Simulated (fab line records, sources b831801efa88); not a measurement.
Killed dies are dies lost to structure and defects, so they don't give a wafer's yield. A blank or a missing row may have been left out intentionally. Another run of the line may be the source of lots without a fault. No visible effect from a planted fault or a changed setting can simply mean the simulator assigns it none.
8D (eight disciplines) problem report, filled in by code || flow sky130 || the parts of the form that need people (team, actions taken, sign-off) are left out

## 1. THE PROBLEM
Mean VIA4_HDPCVD_THK at SKY_VIA4_THK_MEAS_01: 2120 nm over 6 wafers in 2 lots; fault-free wafers: 1759 nm, standard deviation 17. That puts it +21 standard deviations away from the usual mean.
Seen first at day 46 01:34 on film_metro-02, wafer L847.1. Wafers with a number at this step in the record: 36, from 12 lots. The rule behind "out" and "out of limits": a value lying over 4 standard deviations away from the usual mean. The rest of the wafers with a number are treated as sound.

## 2. WHAT THIS IS AND IS NOT
{"question": "which readings at this step", "is": "VIA4_HDPCVD_THK", "is not": "-"}
{"question": "which lots", "is": "L846, L847", "is not": "L834, L835, L836, L838, L840, L842, L843, L844, L845, L857"}
{"question": "which wafers of those lots", "is": "all that have a number", "is not": "-"}
{"question": "read on which gauges", "is": "film_metro-02, film_metro-03", "is not": "film_metro-04"}
{"question": "when", "is": "from day 46 01:34", "is not": "up to then (24 sound wafers); but 6 sound wafers of L845, L857 came after"}

## 3. THE SUSPECTS, EACH WITH WHAT RULES IT OUT
Counting: a tool stays on the suspect list if, at a process step up to the reading, it processed all lots that are out and no sound lot following the first of them.
- the gauge at SKY_VIA4_THK_MEAS_01 is ruled out. The wafers that are out were read on 2 gauges (film_metro-02, film_metro-03).
- hdpcvd-01 at SKY_VIA4_HDPCVD_00 (deposits SiO2, target thk 1750 nm, time 291.7 s): kept. All lots that are out passed through it, beginning with L847 at day 46 01:23, and no sound lot followed; its final sound lot before that point was L844 at day 44 16:31. Its own sih4_flow_sccm readings are out on those wafers.
The count leaves hdpcvd-01 at SKY_VIA4_HDPCVD_00.

## 4. THE CAUSE (what the simulator had put in)
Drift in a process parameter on hdpcvd-01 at SKY_VIA4_HDPCVD_00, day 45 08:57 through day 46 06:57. Setting sih4_flow_sccm, moved by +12, from 60. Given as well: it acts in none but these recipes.
After counting, this tool was the only one left.

## 5. SEQUENCE OF EFFECTS, ordered by route
Each row: a reading where the mean over the struck wafers with a number is more than 3 standard deviations away from the usual. Readings are gone through only where the record gives a usual standard deviation; hours: the median, over the lots, of the time from a lot's start at the first step in this table giving one to that lot's start at this step; sigmas: the change measured in usual standard deviations.
{"hours": 0, "step": "SKY_VIA4_HDPCVD_00", "reading": "sih4_flow_sccm", "usual": "60.00 sccm", "on struck wafers": 71.95, "change": "+11.95", "sigmas": "+70"}
{"hours": 0, "step": "SKY_VIA4_THK_MEAS_01", "reading": "VIA4_HDPCVD_THK", "usual": "1759 nm", "on struck wafers": 2120, "change": "+361", "sigmas": "+21"}
Process steps it contains:
- SKY_VIA4_HDPCVD_00: deposits SiO2, target thk 1750 nm, time 291.7 s.

## 6. HOW IT WOULD HAVE BEEN CAUGHT EARLIER
17 hours passed between the start of the fault at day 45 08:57 and the first reading out of limits at a measuring or inspecting step in this record, taken at day 46 01:34.
Tool's own readings at SKY_VIA4_HDPCVD_00, sih4_flow_sccm: out on all struck wafers the step has rows for; an alarm limit on them would have tripped on the first.
Among the 2 lots that are out, L846 began SKY_VIA4_HDPCVD_00 on hdpcvd-01 after day 46 01:34. Putting the tool on hold at that point would have spared it.
